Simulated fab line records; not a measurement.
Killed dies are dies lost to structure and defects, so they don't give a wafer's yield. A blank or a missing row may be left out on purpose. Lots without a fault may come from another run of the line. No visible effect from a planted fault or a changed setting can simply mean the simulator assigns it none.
Check of tool commonality :: flow gf180mcu :: Sampled: 14 lots, 42 wafers

## REASON IT WAS OPENED
Of 14 lots, 2 have the reading M1_ALCU_THK flagged at GF_M1_THK_MEAS_06. No-fault wafers: 453 nm, standard deviation 6.2.
Rule: a lot gets a flag if all its wafers with a number sit over 4 standard deviations from that mean, or if no wafer of it has a number. All remaining lots are regarded as sound.

lot: L339
measured: day 15 21:43
on: film metro-01
M1_ALCU_THK (nm), wafer by wafer: 448 444 446
flag: 

lot: L340
measured: day 16 15:11
on: film metro-03
M1_ALCU_THK (nm), wafer by wafer: 459 460 457
flag: 

lot: L342
measured: day 17 05:04
on: film metro-03
M1_ALCU_THK (nm), wafer by wafer: 455 452 454
flag: 

lot: L343
measured: day 18 03:21
on: film metro-01
M1_ALCU_THK (nm), wafer by wafer: 447 445 445
flag: 

lot: L344
measured: day 18 08:43
on: film metro-03
M1_ALCU_THK (nm), wafer by wafer: 455 453 454
flag: 

lot: L345
measured: day 18 21:12
on: film metro-03
M1_ALCU_THK (nm), wafer by wafer: 454 453 452
flag: 

lot: L347
measured: day 19 07:23
on: film metro-02
M1_ALCU_THK (nm), wafer by wafer: 493 488 492
flag: FLAGGED

lot: L348
measured: day 19 15:59
on: film metro-02
M1_ALCU_THK (nm), wafer by wafer: 499 494 498
flag: FLAGGED

lot: L350
measured: day 20 12:45
on: film metro-02
M1_ALCU_THK (nm), wafer by wafer: 442 440 446
flag: 

lot: L357
measured: day 22 19:40
on: film metro-03
M1_ALCU_THK (nm), wafer by wafer: 457 462 454
flag: 

lot: L358
measured: day 23 05:01
on: film metro-02
M1_ALCU_THK (nm), wafer by wafer: 455 455 458
flag: 

lot: L359
measured: day 23 11:07
on: film metro-03
M1_ALCU_THK (nm), wafer by wafer: 462 462 467
flag: 

lot: L360
measured: day 23 17:12
on: film metro-03
M1_ALCU_THK (nm), wafer by wafer: 454 454 454
flag: 

lot: L362
measured: day 24 05:42
on: film metro-01
M1_ALCU_THK (nm), wafer by wafer: 446 446 449
flag: 
On average the flagged lots' numbers are 494 nm, which is +41 nm against the usual, or +7 standard deviations.

## WHICH TOOL EACH LOT WENT THROUGH
The record holds 2 process steps before the reading, out of a route of 602 steps. In each cell: the tool, then ch and the chambers that the sampled wafers went through, then the start.
lot: L339
flag: 
GF_CONTACT_ETCH_16: rie diel-03 ch 1,3, day 15 20:13
GF_M1_SPUTTER_04: pvd sputter-02, day 15 21:32

lot: L340
flag: 
GF_CONTACT_ETCH_16: rie diel-02 ch 0,1, day 16 13:41
GF_M1_SPUTTER_04: pvd sputter-03, day 16 15:01

lot: L342
flag: 
GF_CONTACT_ETCH_16: rie diel-01 ch 0,1, day 17 03:25
GF_M1_SPUTTER_04: pvd sputter-02, day 17 04:55

lot: L343
flag: 
GF_CONTACT_ETCH_16: rie diel-03 ch 0,1,2, day 18 01:41
GF_M1_SPUTTER_04: pvd sputter-01, day 18 03:11

lot: L344
flag: 
GF_CONTACT_ETCH_16: rie diel-01 ch 0,2, day 18 07:12
GF_M1_SPUTTER_04: pvd sputter-02, day 18 08:32

lot: L345
flag: 
GF_CONTACT_ETCH_16: rie diel-01 ch 0,1,2, day 18 19:43
GF_M1_SPUTTER_04: pvd sputter-02, day 18 21:02

lot: L347
flag: FLAGGED
GF_CONTACT_ETCH_16: rie diel-01 ch 0,1,2, day 19 05:53
GF_M1_SPUTTER_04: pvd sputter-01, day 19 07:13

lot: L348
flag: FLAGGED
GF_CONTACT_ETCH_16: rie diel-03 ch 0,1, day 19 14:28
GF_M1_SPUTTER_04: pvd sputter-01, day 19 15:48

lot: L350
flag: 
GF_CONTACT_ETCH_16: rie diel-02 ch 1,2, day 20 11:16
GF_M1_SPUTTER_04: pvd sputter-01, day 20 12:35

lot: L357
flag: 
GF_CONTACT_ETCH_16: rie diel-03 ch 0,1,3, day 22 18:10
GF_M1_SPUTTER_04: pvd sputter-03, day 22 19:30

lot: L358
flag: 
GF_CONTACT_ETCH_16: rie diel-02 ch 1,2, day 23 03:25
GF_M1_SPUTTER_04: pvd sputter-02, day 23 04:50

lot: L359
flag: 
GF_CONTACT_ETCH_16: rie diel-01 ch 0,2,3, day 23 09:37
GF_M1_SPUTTER_04: pvd sputter-02, day 23 10:56

lot: L360
flag: 
GF_CONTACT_ETCH_16: rie diel-03 ch 0,2,3, day 23 15:43
GF_M1_SPUTTER_04: pvd sputter-03, day 23 17:02

lot: L362
flag: 
GF_CONTACT_ETCH_16: rie diel-03 ch 1,2, day 24 04:11
GF_M1_SPUTTER_04: pvd sputter-01, day 24 05:31
What is done by these steps:
- GF_CONTACT_ETCH_16: etches BARC in N2/H2.
- GF_M1_SPUTTER_04: material TiN, target thk 50 nm, time 41.7 s.
- GF_M1_THK_MEAS_06: measures by xrf.

## FLAGGED AGAINST TOTAL, ONE TOOL AT A TIME (gauges that did the reading follow at the end)
step: GF_CONTACT_ETCH_16
tool: rie diel-01
lots run: 5
flagged: 1
share of the flagged lots: some
sound lots run after its first flagged lot: 1 (L359)

step: GF_CONTACT_ETCH_16
tool: rie diel-02
lots run: 3
flagged: 0
share of the flagged lots: none
sound lots run after its first flagged lot: -

step: GF_CONTACT_ETCH_16
tool: rie diel-03
lots run: 6
flagged: 1
share of the flagged lots: some
sound lots run after its first flagged lot: 3 (L357,L360,L362)

step: GF_M1_SPUTTER_04
tool: pvd sputter-01
lots run: 5
flagged: 2
share of the flagged lots: all
sound lots run after its first flagged lot: 2 (L350,L362)

step: GF_M1_SPUTTER_04
tool: pvd sputter-02
lots run: 6
flagged: 0
share of the flagged lots: none
sound lots run after its first flagged lot: -

step: GF_M1_SPUTTER_04
tool: pvd sputter-03
lots run: 3
flagged: 0
share of the flagged lots: none
sound lots run after its first flagged lot: -

step: GF_M1_THK_MEAS_06
tool: film metro-01
lots run: 3
flagged: 0
share of the flagged lots: none
sound lots run after its first flagged lot: -

step: GF_M1_THK_MEAS_06
tool: film metro-02
lots run: 4
flagged: 2
share of the flagged lots: all
sound lots run after its first flagged lot: 2 (L350,L358)

step: GF_M1_THK_MEAS_06
tool: film metro-03
lots run: 7
flagged: 0
share of the flagged lots: none
sound lots run after its first flagged lot: -

## THE TABLE: WHAT IT ALLOWS
Rows of the table that ran all the flagged lots, 2 in number: pvd sputter-01 at GF_M1_SPUTTER_04; film metro-02 at GF_M1_THK_MEAS_06.
- pvd sputter-01 at GF_M1_SPUTTER_04: 2 of its 5 lots flagged. Sound lots ran on it after the first flagged one (L350, L362), which a lasting fault on the whole tool wouldn't allow. On the flagged lots its readings are blank where sound lots have values: cathode dc power W, chamber pressure pa, throttle valve pct.
- film metro-02 at GF_M1_THK_MEAS_06: 2 of its 4 lots flagged. Sound lots ran on it after the first flagged one (L350, L358), which a lasting fault on the whole tool wouldn't allow.
Every row of the table either missed a flagged lot or ran a sound lot after the first.

## WHAT THE SIMULATOR HAD INSERTED
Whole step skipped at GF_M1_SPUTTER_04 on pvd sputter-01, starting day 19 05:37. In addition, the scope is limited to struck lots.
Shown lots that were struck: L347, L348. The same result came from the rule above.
